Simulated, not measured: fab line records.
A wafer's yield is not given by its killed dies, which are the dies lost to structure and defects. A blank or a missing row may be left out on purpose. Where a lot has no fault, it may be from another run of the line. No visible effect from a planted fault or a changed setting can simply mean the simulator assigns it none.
Which tool did it?	flow gf180mcu	36 wafers from 12 lots sampled at 6 of the route's 602 steps

WHAT THE GAUGES READ, wafer by wafer
GF_HV_LDD_THK_MEAS_55. Usual: HV_LDD_CVD_54_THK gives 10.06 nm (standard deviation 0.13).
lot	measured	on	HV_LDD_CVD_54_THK (nm)	flag
L745	day 12 08:38	filmMetro-01	9.94 10.07 9.82	
L746	day 12 15:54	filmMetro-04	10.25 10.10 10.12	
L747	day 13 03:16	filmMetro-03	10.01 9.84 9.92	
L748	day 13 16:38	filmMetro-03	10.15 9.98 10.14	
L756	day 16 10:52	filmMetro-04	10.10 10.08 9.90	
L757	day 16 20:56	filmMetro-03	10.03 9.95 9.98	
L759	day 17 04:23	filmMetro-01	10.33 10.28 10.22	
L760	day 17 12:54	filmMetro-04	10.30 10.37 10.32	
L762	day 18 02:40	filmMetro-04	10.05 10.13 10.00	
L765	day 19 08:55	filmMetro-04	10.10 10.14 10.20	
L766	day 19 18:16	filmMetro-03	10.13 10.27 10.20	
L768	day 20 04:13	filmMetro-04	10.02 9.95 10.06	

GF_V1_THK_MEAS_03. Usual: V1_CVD_02_THK gives 851 nm (standard deviation 14).
lot	measured	on	V1_CVD_02_THK (nm)	flag
L745	day 17 02:07	filmMetro-03	855 863 885	
L746	day 17 08:49	filmMetro-02	849 864 851	
L747	day 17 21:49	filmMetro-03	841 870 864	
L748	day 18 13:38	filmMetro-03	838 851 855	
L756	day 21 15:52	filmMetro-04	676 861 859	OFF
L757	day 22 01:07	filmMetro-04	844 857 843	
L759	day 22 09:26	filmMetro-03	827 852 857	
L760	day 22 17:50	filmMetro-03	834 853 860	
L762	day 23 06:32	filmMetro-03	841 836 859	
L765	day 24 11:52	filmMetro-02	841 836 846	
L766	day 24 19:20	filmMetro-02	839 834 853	
L768	day 25 04:53	filmMetro-02	818 821 831	

GF_M2_CD_MEAS_14: the cd target is 280 nm. Usual: cdNm reads 279.8 nm (standard deviation 1.1).
lot	measured	on	cdNm (nm)	flag
L745	day 19 03:38	cdSem-01	280.5 280.9 280.5	
L746	day 19 09:33	cdSem-02	279.5 279.8 281.4	
L747	day 20 00:07	cdSem-01	281.3 281.0 280.9	
L748	day 20 16:04	cdSem-01	278.3 278.1 277.1	
L756	day 23 16:22	cdSem-01	281.0 280.3 281.2	
L757	day 24 01:01	cdSem-02	281.3 281.5 282.0	
L759	day 24 08:37	cdSem-01	278.0 278.6 278.0	
L760	day 24 17:29	cdSem-02	280.1 280.2 278.1	
L762	day 25 04:14	cdSem-01	280.4 280.8 280.6	
L765	day 26 07:47	cdSem-02	279.8 279.6 280.7	
L766	day 26 16:17	cdSem-02	277.2 279.0 278.0	
L768	day 27 00:35	cdSem-01	280.3 279.2 279.1	

TOOL THAT RAN EACH LOT (tool first, then ch and the chambers of the sampled wafers, then the start)
lot	GF_V1_CVD_02	GF_V1_CMP_04	GF_V1_STRIP_18
L745	pecvd-02 ch 0,1,2, day 17 02:04	cmp-01 ch 0,3, day 17 02:09	plasmaAsher-01 ch 0,1, day 18 02:23
L746	pecvd-02 ch 0,1, day 17 08:44	cmp-02 ch 1,2, day 17 08:52	plasmaAsher-02 ch 0,1, day 18 08:17
L747	pecvd-02 ch 0,1,2, day 17 21:44	cmp-01 ch 0,2,3, day 17 22:04	plasmaAsher-01 ch 0,1, day 18 22:32
L748	pecvd-02 ch 0,1, day 18 13:35	cmp-02 ch 1,2,3, day 18 13:45	plasmaAsher-04 ch 0,1, day 19 14:44
L756	pecvd-01 ch 0,1,2, day 21 15:47	cmp-02 ch 0,1, day 21 15:55	plasmaAsher-01 ch 0,1, day 22 15:55
L757	pecvd-04 ch 0,1,2, day 22 01:02	cmp-02 ch 1,2,3, day 22 01:22	plasmaAsher-04 ch 0,1, day 23 00:59
L759	pecvd-04 ch 1,2, day 22 09:22	cmp-02 ch 1,3, day 22 09:32	plasmaAsher-02 ch 0,1, day 23 08:47
L760	pecvd-04 ch 0,1, day 22 17:46	cmp-01 ch 2,3, day 22 17:53	plasmaAsher-01 ch 0,1, day 23 17:26
L762	pecvd-04 ch 1,2, day 23 06:28	cmp-02 ch 2,3, day 23 06:35	plasmaAsher-02 ch 0,1, day 24 05:05
L765	pecvd-04 ch 0,1,2, day 24 11:47	cmp-01 ch 0,2,3, day 24 11:55	plasmaAsher-02 ch 0,1, day 25 09:52
L766	pecvd-01 ch 1,2, day 24 19:16	cmp-02 ch 0,3, day 24 19:26	plasmaAsher-01 ch 0,1, day 25 18:11
L768	pecvd-02 ch 0,1, day 25 04:48	cmp-01 ch 0,2, day 25 04:59	plasmaAsher-02 ch 0,1, day 26 02:59
- GF_V1_CVD_02: deposits SiO2 from TEOS, target thk 850 nm, time 94.851 s.
- GF_V1_CMP_04: polishes SiO2.
- GF_V1_STRIP_18: strips in O2/N2.

WHAT THE TOOLS THEMSELVES READ (means of the sampled wafers that have a number; where no wafer has one, the mark that the record gives instead)
GF_V1_CVD_02. Usual: heaterPowerW reads 651 W (standard deviation 73).
lot	tool	heaterPowerW (W)	flag
L745	pecvd-02	740	
L746	pecvd-02	723	
L747	pecvd-02	723	
L748	pecvd-02	640	
L756	pecvd-01	586	
L757	pecvd-04	655	
L759	pecvd-04	678	
L760	pecvd-04	660	
L762	pecvd-04	675	
L765	pecvd-04	670	
L766	pecvd-01	597	
L768	pecvd-02	640	

GF_V1_CMP_04. Usual: motorCurrentA 11.6 A, standard deviation 0.93; timeToEndpointS 78 s, standard deviation 6.4.
lot	tool	motorCurrentA (A)	timeToEndpointS (s)	flag
L745	cmp-01	10.0	79	
L746	cmp-02	11.8	89	
L747	cmp-01	11.3	79	
L748	cmp-02	12.3	78	
L756	cmp-02	12.0	59	
L757	cmp-02	11.7	78	
L759	cmp-02	12.2	77	
L760	cmp-01	10.9	77	
L762	cmp-02	11.7	76	
L765	cmp-01	11.1	74	
L766	cmp-02	12.0	68	
L768	cmp-01	11.8	68	

GF_V1_STRIP_18. Usual: drypumpMotorCurrentA 5.5 A, standard deviation 0.6; heaterPowerW 331 W, standard deviation 35; oesProductAu 0.593 a.u., standard deviation 0.0048.
lot	tool	drypumpMotorCurrentA (A)	heaterPowerW (W)	oesProductAu (a.u.)	flag
L745	plasmaAsher-01	5.5	382	0.597	
L746	plasmaAsher-02	6.2	340	0.596	
L747	plasmaAsher-01	5.5	329	0.589	
L748	plasmaAsher-04	5.4	305	0.589	
L756	plasmaAsher-01	5.5	331	0.593	
L757	plasmaAsher-04	5.1	316	0.593	
L759	plasmaAsher-02	5.7	340	0.596	
L760	plasmaAsher-01	5.5	359	0.591	
L762	plasmaAsher-02	5.7	347	0.588	
L765	plasmaAsher-02	6.2	339	0.591	
L766	plasmaAsher-01	5.5	328	0.598	
L768	plasmaAsher-02	5.7	343	0.594	

THE ANSWER, worked out from the rows above alone
Rule: a lot is off if the mean of its wafers that have a number lies more than 3 standard deviations from the usual mean. A lot without any number at a reading at which 4 lots or more have one is off too. Where the step has rows for the other lots, those lots are counted as sound. First the gauges in route order, then the tools' own readings, where a lot's mean is used as printed above. The first step at which some lot is off is used, and at that step the reading that is off furthest; a lot without a number counts as furthest.
Off: L756, at GF_V1_THK_MEAS_03 (V1_CVD_02_THK).
A tool fits if, at a process step before that reading, it ran every lot that is off, and no sound lot after the first of them. Those tools and the gauges at GF_V1_THK_MEAS_03 are tried in the same way. None of those tried fits.

WHAT HAD BEEN PUT IN BY THE SIMULATOR
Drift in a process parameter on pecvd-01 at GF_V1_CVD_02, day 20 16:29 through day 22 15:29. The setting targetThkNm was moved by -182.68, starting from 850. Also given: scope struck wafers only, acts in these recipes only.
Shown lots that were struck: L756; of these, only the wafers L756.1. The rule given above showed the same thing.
